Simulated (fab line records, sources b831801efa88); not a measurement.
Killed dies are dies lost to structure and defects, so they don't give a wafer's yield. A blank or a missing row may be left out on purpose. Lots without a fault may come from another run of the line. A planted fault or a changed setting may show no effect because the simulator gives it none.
Chamber matching | flow gf180mcu | GF_MIM_CVD_05 on pecvd-04: 3 sister chambers
The step deposits Si3N4, target thk 42 nm, time 29.086 s. 5 wafers are shown with their chamber, then 7 later ones without.

WAFERS WITH THEIR CHAMBER
wafer  | chamber | heater_power_w (W) | heater_power_outer_w (W)
L584.1 | 0       | 547                | 325
L584.6 | 2       | 765                | 465
L586.5 | 2       | 750                | 450
L588.1 | 1       | 667                | 376
L588.4 | 1       | 669                | 383

WAFERS WITHOUT THEIR CHAMBER
wafer  | heater_power_w (W) | heater_power_outer_w (W)
L588.5 | 542                | 317
L595.1 | 592                | 358
L595.4 | 776                | 470
L595.6 | 736                | 416
L599.2 | 663                | 387
L599.4 | 659                | 388
L599.6 | 700                | 393

WHICH CHAMBER EACH WENT THROUGH
wafer  | from the rows above | in truth
L588.5 | 0                   | 0
L595.1 | 0                   | 0
L595.4 | 2                   | 2
L595.6 | 2                   | 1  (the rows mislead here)
L599.2 | 1                   | 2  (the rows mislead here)
L599.4 | 1                   | 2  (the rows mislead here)
L599.6 | 1                   | 1
Placed correctly: 4 of 7. Can't be placed from these rows: 0. Placed wrongly: 3.
How it was worked out, from the rows above alone: a wafer's distance from a chamber is the root of the sum, over the readings, of the square of ((its reading less the chamber's mean) divided by the reading's scatter). The wafer belongs to the nearest chamber; if the next one is less than 2 further off, it can't be placed. A chamber's mean is the mean of its shown wafers. The scatter: the root of (the sum of the squares of (reading less its chamber's mean) over the shown wafers, divided by (wafers less chambers)).
